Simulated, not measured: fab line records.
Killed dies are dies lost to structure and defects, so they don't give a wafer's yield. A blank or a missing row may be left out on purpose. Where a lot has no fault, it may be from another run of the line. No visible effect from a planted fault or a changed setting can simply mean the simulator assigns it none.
Problem report in the 8D (eight disciplines) form, filled by code + flow sky130 + the parts of the form that need people (team, actions taken, sign-off) are left out

## 1. THE ISSUE
LDD_LDN_TW at SKY_LDD_LDN_TW_MEAS_13 reads a mean of 1363 on 6 wafers of 2 lots; wafers without a fault read 1473 with a standard deviation of 12. Relative to the usual mean, that is a shift of -9.2 standard deviations.
First observed at day 26 00:32: wafer L957.2, on filmMetro-01. The record holds 36 wafers of 12 lots with a number at this step. Rule for "out" (also "out of limits"): further than 4 standard deviations from the usual mean. All remaining wafers that have a number are taken as sound.

## 2. WHAT IT IS, AND WHAT IT ISN'T
| question                    | is                         | is not                                                                                       |
|-----------------------------|----------------------------|----------------------------------------------------------------------------------------------|
| which readings at this step | LDD_LDN_TW                 | -                                                                                            |
| which lots                  | L957, L962                 | L949, L950, L951, L953, L955, L965, L967, L968, L970, L972                                   |
| which wafers of those lots  | all that have a number     | -                                                                                            |
| read on which gauges        | filmMetro-01, filmMetro-03 | filmMetro-02                                                                                 |
| when                        | from day 26 00:32          | up to then (15 sound wafers); but 15 sound wafers of L965, L967, L968, L970, L972 came after |

## 3. THE SUSPECTS, EACH WITH WHAT RULES IT OUT
Counting: a tool at a process step up to the reading stays a suspect if it ran every lot that is out and no sound lot after the first of them.
- the gauge at SKY_LDD_LDN_TW_MEAS_13 has been ruled out. 2 gauges (filmMetro-01, filmMetro-03) read the wafers that are out.
- plasmaAsher-01 at SKY_LDD_HVP_STRIP_09 (strips in O2/N2): ruled out as a lasting fault. Following L957 (day 24 18:07), the first lot on it that is out, the sound lots L968, L972 were run on it.
- implanter-04 at SKY_LDD_LDN_IMPLANT_08: ruled out as a lasting fault. Following L957 (day 25 23:50), the first lot on it that is out, the sound lots L970, L972 were run on it.
Left after counting: nothing in the record.

## 4. THE CAUSE (what the simulator had put in)
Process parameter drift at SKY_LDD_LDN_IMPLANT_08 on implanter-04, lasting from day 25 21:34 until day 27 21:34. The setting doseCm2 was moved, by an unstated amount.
The count ruled it out by mistake, since the rule takes a fault to strike every lot its tool runs from the start of the fault on, and this one did not do so.

## 5. SEQUENCE OF EFFECTS, ordered by route
Each row: a reading where the mean over the struck wafers with a number is more than 3 standard deviations away from the usual. Scope: only readings with a usual standard deviation given in the record; hours: median across lots of the time from each lot's start at the first step in this table that gives one to its start at this step; sigmas: change in usual standard deviations.
| hours | step                   | reading          | usual      | on struck wafers | change      | sigmas      |
|-------|------------------------|------------------|------------|------------------|-------------|-------------|
| 0     | SKY_LDD_LDN_IMPLANT_08 | doseIonsCm2      | 1.2498e+13 | 1.2495e+12       | -1.1248e+13 | -99 or more |
| 0     | SKY_LDD_LDN_IMPLANT_08 | faradayCurrentUA | 70.5       | 7.0              | -63.5       | -42         |
| 1     | SKY_LDD_LDN_TW_MEAS_13 | LDD_LDN_TW       | 1473       | 1363             | -110        | -9.2        |
Here are the process steps it includes:
- SKY_LDD_LDN_IMPLANT_08

## 6. WHAT WOULD HAVE CAUGHT IT SOONER
Counted from the fault's start at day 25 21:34, it took 3 hours until the first out-of-limits reading at a measuring or inspecting step in this record, taken at day 26 00:32.
Tool's own readings at SKY_LDD_LDN_IMPLANT_08, doseIonsCm2, faradayCurrentUA: out on all struck wafers the step has rows for; an alarm limit on them would have tripped on the first.
